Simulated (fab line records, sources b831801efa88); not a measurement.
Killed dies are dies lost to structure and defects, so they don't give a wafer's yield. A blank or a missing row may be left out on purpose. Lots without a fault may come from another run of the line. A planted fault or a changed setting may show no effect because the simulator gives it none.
Which tool did it? | flow gf180mcu | 14 lots, 42 wafers sampled, at 6 steps of a route of 602

WHAT THE GAUGES READ, wafer by wafer
GF_STI_THK_MEAS_24.
lot  | measured    | on            | STI_CVD_23_THK (nm)
L869 | day 2 14:07 | film_metro-03 | 649 655 659
L870 | day 2 19:17 | film_metro-02 | 646 644 647
L872 | day 3 05:53 | film_metro-03 | 653 646 649
L874 | day 3 16:21 | film_metro-02 | 651 653 657
L875 | day 3 22:29 | film_metro-02 | 641 645 651
L876 | day 4 02:52 | film_metro-04 | 643 643 652
L877 | day 4 09:20 | film_metro-04 | 647 645 647
L878 | day 4 13:03 | film_metro-04 | 650 647 647
L879 | day 4 17:20 | film_metro-03 | 651 645 642
L880 | day 4 22:47 | film_metro-02 | 647 652 647
L883 | day 5 16:47 | film_metro-02 | 647 646 652
L888 | day 6 16:08 | film_metro-03 | 647 646 648
L889 | day 6 20:31 | film_metro-03 | 642 647 642
L890 | day 7 03:13 | film_metro-04 | 639 651 648

GF_NWELL_OVL_MEAS_07.
lot  | measured    | on         | NWELL_OVL (nm)
L869 | day 3 17:19 | overlay-01 | -0.3 -1.0 -1.0
L870 | day 4 00:08 | overlay-01 | 0.3 -0.4 0.9
L872 | day 4 11:23 | overlay-01 | -2.9 -2.6 -2.2
L874 | day 4 22:12 | overlay-01 | 0.4 -0.6 1.4
L875 | day 5 04:26 | overlay-01 | 0.8 1.5 -1.2
L876 | day 5 10:20 | overlay-02 | 0.5 0.0 -1.0
L877 | day 5 17:04 | overlay-01 | -0.1 1.4 2.2
L878 | day 5 20:19 | overlay-01 | 1.4 0.2 -0.2
L879 | day 6 03:27 | overlay-02 | -2.0 -2.5 -2.9
L880 | day 6 06:20 | overlay-01 | -1.4 -1.8 -1.5
L883 | day 7 00:28 | overlay-02 | -1.6 -2.0 -2.4
L888 | day 8 02:22 | overlay-01 | -0.3 -3.2 0.2
L889 | day 8 06:00 | overlay-02 | -0.7 -0.6 0.1
L890 | day 8 13:18 | overlay-02 | -1.4 -2.1 -1.3

GF_MVSD_OVL_MEAS_07.
lot  | measured    | on         | MVSD_OVL (nm)
L869 | day 4 21:54 | overlay-01 | 0.9 0.4 1.7
L870 | day 5 03:59 | overlay-01 | -0.9 -1.1 -0.1
L872 | day 5 16:11 | overlay-02 | 0.9 0.5 2.6
L874 | day 6 04:24 | overlay-01 | -1.2 1.2 1.1
L875 | day 6 10:08 | overlay-02 | 2.6 0.9 1.2
L876 | day 6 16:30 | overlay-01 | -0.9 -1.0 0.1
L877 | day 6 23:05 | overlay-02 | 2.3 1.6 0.8
L878 | day 7 03:17 | overlay-01 | - - -
L879 | day 7 10:56 | overlay-02 | - - -
L880 | day 7 14:11 | overlay-01 | -0.7 0.1 -0.2
L883 | day 8 07:44 | overlay-01 | -0.3 -0.2 0.7
L888 | day 9 11:26 | overlay-01 | 2.3 2.1 1.9
L889 | day 9 16:15 | overlay-02 | -1.2 -0.2 -1.2
L890 | day 9 23:54 | overlay-01 | 0.7 2.0 1.1

GF_MVSD_TW_MEAS_11.
lot  | measured     | on            | MVSD_TW
L869 | day 4 22:20  | film_metro-04 | 1579 1587 1583
L870 | day 5 04:25  | film_metro-02 | 1591 1584 1587
L872 | day 5 16:38  | film_metro-04 | 1575 1566 1577
L874 | day 6 04:51  | film_metro-01 | 1607 1614 1610
L875 | day 6 10:34  | film_metro-01 | 1614 1605 1607
L876 | day 6 16:56  | film_metro-04 | 1569 1567 1575
L877 | day 6 23:31  | film_metro-02 | 1585 1591 1589
L878 | day 7 03:43  | film_metro-01 | 421 407 427
L879 | day 7 11:23  | film_metro-01 | 429 428 423
L880 | day 7 14:38  | film_metro-02 | 1591 1584 1581
L883 | day 8 08:11  | film_metro-02 | 1586 1580 1585
L888 | day 9 11:53  | film_metro-02 | 1591 1584 1584
L889 | day 9 16:41  | film_metro-01 | 1628 1625 1613
L890 | day 10 00:20 | film_metro-02 | 1587 1586 1590

WHICH TOOL RAN EACH LOT (tool, then ch and the chambers of the sampled wafers, then the start)
lot  | GF_STI_CMP_25                | GF_MVSD_DEVELOP_06
L869 | cmp-01 ch 0,1,2, day 2 14:16 | litho_track-03 ch 0, day 4 21:00
L870 | cmp-02 ch 0,2,3, day 2 19:20 | litho_track-03 ch 0, day 5 03:00
L872 | cmp-02 ch 1,2,3, day 3 06:02 | litho_track-02 ch 0, day 5 16:00
L874 | cmp-02 ch 1,3, day 3 16:26   | litho_track-02 ch 0, day 6 04:00
L875 | cmp-01 ch 1,3, day 3 22:33   | litho_track-03 ch 0, day 6 09:00
L876 | cmp-01 ch 0,2,3, day 4 02:56 | litho_track-03 ch 0, day 6 16:00
L877 | cmp-01 ch 2,3, day 4 09:26   | litho_track-03 ch 0, day 6 22:00
L878 | cmp-02 ch 0,1,3, day 4 13:10 | litho_track-03 ch 0, day 7 03:00
L879 | cmp-02 ch 0,1, day 4 17:26   | litho_track-03 ch 0, day 7 10:00
L880 | cmp-02 ch 0,1,2, day 4 22:51 | litho_track-02 ch 0, day 7 14:00
L883 | cmp-02 ch 0,1,3, day 5 16:56 | litho_track-02 ch 0, day 8 07:00
L888 | cmp-01 ch 0,2, day 6 16:11   | litho_track-04 ch 0, day 9 11:00
L889 | cmp-02 ch 0,1,3, day 6 20:34 | litho_track-04 ch 0, day 9 16:00
L890 | cmp-01 ch 0,1,2, day 7 03:19 | litho_track-04 ch 0, day 9 23:00
- GF_STI_CMP_25: polishes, stops on Si3N4, t overpolish 33 s, target thk 524.6 nm.
- GF_MVSD_DEVELOP_06: develop time 60 s.

WHAT THE TOOLS THEMSELVES READ (means of the sampled wafers that have a number; where no wafer has one, the mark that the record gives instead)
GF_STI_CMP_25.
lot  | tool   | motor_current_A (A) | overpolish_run_s (s) | time_to_endpoint_s (s)
L869 | cmp-01 | 12.4                | 32.997               | 122
L870 | cmp-02 | 12.1                | 33.007               | 125
L872 | cmp-02 | 12.0                | 33.005               | 127
L874 | cmp-02 | 11.8                | 33.002               | 135
L875 | cmp-01 | 12.4                | 33.010               | 122
L876 | cmp-01 | 12.1                | 32.996               | 124
L877 | cmp-01 | 12.4                | 32.996               | 126
L878 | cmp-02 | 11.7                | 33.001               | 130
L879 | cmp-02 | 10.8                | 33.001               | 130
L880 | cmp-02 | 11.9                | 33.000               | 128
L883 | cmp-02 | 11.3                | 33.007               | 125
L888 | cmp-01 | 11.9                | 33.003               | 123
L889 | cmp-02 | 11.7                | 33.001               | 123
L890 | cmp-01 | 12.3                | 32.999               | 118

THE ANSWER, worked out from the rows above alone
Rule: what is usual is taken from the lots themselves. Put in order of their means at a reading, lots are off if they are a third of the lots or fewer, leave a main group of 4 or more, and stand apart from it by a gap of 3 or more times the standard deviation of the main group's means; of several such gaps the widest counts. A main group whose means are all the same, to the digits that the tables above print for the reading, isn't used. A lot without any number at a reading at which 4 lots or more have one is off too. The other lots that the step has rows for count as sound. The gauges are gone through in route order, then the tools' own readings, and for those a lot's mean is taken as printed above. The first step at which some lot is off is used, and at that step the reading that is off furthest; a lot without a number counts as furthest.
Off: L878, L879, at GF_MVSD_OVL_MEAS_07 (MVSD_OVL). Without a number there: L878, L879. The main group: mean 0.6 nm, standard deviation 0.98.
A tool fits if, at a process step before that reading, it ran every lot that is off, and no sound lot after the first of them. The gauges at GF_MVSD_OVL_MEAS_07 aren't tried: what is off there is off at GF_MVSD_TW_MEAS_11 too, on other tools, and a gauge's error can't cause that. One fits: litho_track-03 at GF_MVSD_DEVELOP_06. Its last sound lot is L877 (day 6 22:00), its first lot that is off L878 (day 7 03:00): a fault that began between those two fits.

WHAT THE SIMULATOR HAD PUT IN
Process parameter drift: litho_track-03, from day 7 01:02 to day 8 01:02, at GF_MVSD_DEVELOP_06. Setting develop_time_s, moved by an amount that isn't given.
Lots struck among those shown: L878, L879. The rule above found the same.
